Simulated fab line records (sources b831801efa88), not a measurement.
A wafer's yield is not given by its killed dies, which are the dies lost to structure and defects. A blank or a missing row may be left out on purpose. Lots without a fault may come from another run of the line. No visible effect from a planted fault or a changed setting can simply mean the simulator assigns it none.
Struck lot and sound lot, side by side ; flow gf180mcu ; 15 out of 602 route steps
Sound: the wafers L914.1, L914.2, L914.3. Struck: wafer L926.4 (L926.3, L926.5, from the same lot, were not struck and are left out); the cause is given at the end.
For every step that has rows: the tool of each side, followed by ch and its chambers, followed by its first start. Under that, the readings that differ: sound wafers ; struck wafers ; difference of the means ; sigmas: that difference in standard deviations of wafers without a fault.
alike: a reading whose means differ by less than 2 such deviations, as well as words and numbers matching on both sides. not compared: withheld readings; readings where some wafer has no value; bounds like >300 that might hide an equal value; numbers whose values overlap and for which the record gives no deviation.
Wherever a step has rows on one side only, a row that says differs or no value, or a row with sigmas, the two part there. When numbers do not overlap yet have no deviation, they are printed without sigmas and do not part them. Lack of a reading on every wafer of one side parts them only where that side has two or more wafers.

GF_PASSIVATION_CVD_00: deposits SiO2 from TEOS, target thk 1000 nm, time 111.95 s.
  sound on pecvd-03 ch 0,1,2, day 27 19:02; struck on pecvd-01 ch 0, day 31 13:31
reading;sound;struck;difference;sigmas
heater_power_w (W);604 677 909;484;-246;-2
  not compared: since_wet_clean_h
GF_PASSIVATION_THK_MEAS_01:
  sound on film_metro-03, day 27 19:07; struck on film_metro-03, day 31 13:37
  alike: PASSIVATION_CVD_00_THK
GF_PASSIVATION_CVD_02: deposits Si3N4, target thk 700 nm, time 486.18 s.
  sound on pecvd-02 ch 0,1,2, day 27 19:11; struck on pecvd-02 ch 1, day 31 13:40
  alike: heater_power_w
  not compared: since_wet_clean_h
GF_PASSIVATION_THK_MEAS_03:
  sound on film_metro-03, day 27 19:28; struck on film_metro-02, day 31 13:58
  alike: PASSIVATION_CVD_02_THK
then, 7 steps without rows for these wafers: GF_PASSIVATION_DEHYDRATE_04 (time 60 s); GF_PASSIVATION_HMDS_05 (prime time 60 s); GF_PASSIVATION_COAT_06 (resist thk 4000 nm); GF_PASSIVATION_SOFTBAKE_07; GF_PASSIVATION_EXPOSE_08 (exposes mask Pad, target cd 40000 nm); GF_PASSIVATION_PEB_09; GF_PASSIVATION_DEVELOP_10 (develop time 60 s).
GF_PASSIVATION_ETCH_11: etches the open film in CF4/O2, stops on TiN, target depth 1800 nm, time 400 s.
  sound on rie_diel-01 ch 0,1,3, day 28 14:44; struck on rie_diel-04 ch 3, day 32 07:53
reading;sound;struck;difference;sigmas
oes_product_au (a.u.);0.956 0.959 0.961;0.981;+0.022;+3
  alike: drypump_motor_current_A, throttle_valve_pct
  not compared: rf_hours_counter_h
GF_PASSIVATION_STRIP_12: strips in O2/N2.
  sound on plasma_asher-03 ch 0,1, day 28 14:59; struck on plasma_asher-02 ch 0, day 32 08:10
reading;sound;struck;difference;sigmas
chamber_pressure_mTorr (mTorr);1498.5 1500.8 1499.7;1799.7;+300.0;+99 or more
oes_product_au (a.u.);0.727 0.719 0.721;0.740;+0.018;+4
strip_time_to_endpoint_s (s);35.2 34.8 35.0;33.7;-1.3;-4
  alike: drypump_motor_current_A, heater_power_w
  not compared: rf_hours_counter_h
then, 1 step without rows for these wafers: GF_PASSIVATION_ANNEAL_13 (time 1800 s).
GF_PASSIVATION_PROBE_99:
  record: rows for the struck wafers here (prober-01, day 32 09:59), none for the sound ones

== WHERE THEY PART ==
First at GF_PASSIVATION_CVD_00; last, within this record, at GF_PASSIVATION_PROBE_99.

WHY: what the simulator had put in
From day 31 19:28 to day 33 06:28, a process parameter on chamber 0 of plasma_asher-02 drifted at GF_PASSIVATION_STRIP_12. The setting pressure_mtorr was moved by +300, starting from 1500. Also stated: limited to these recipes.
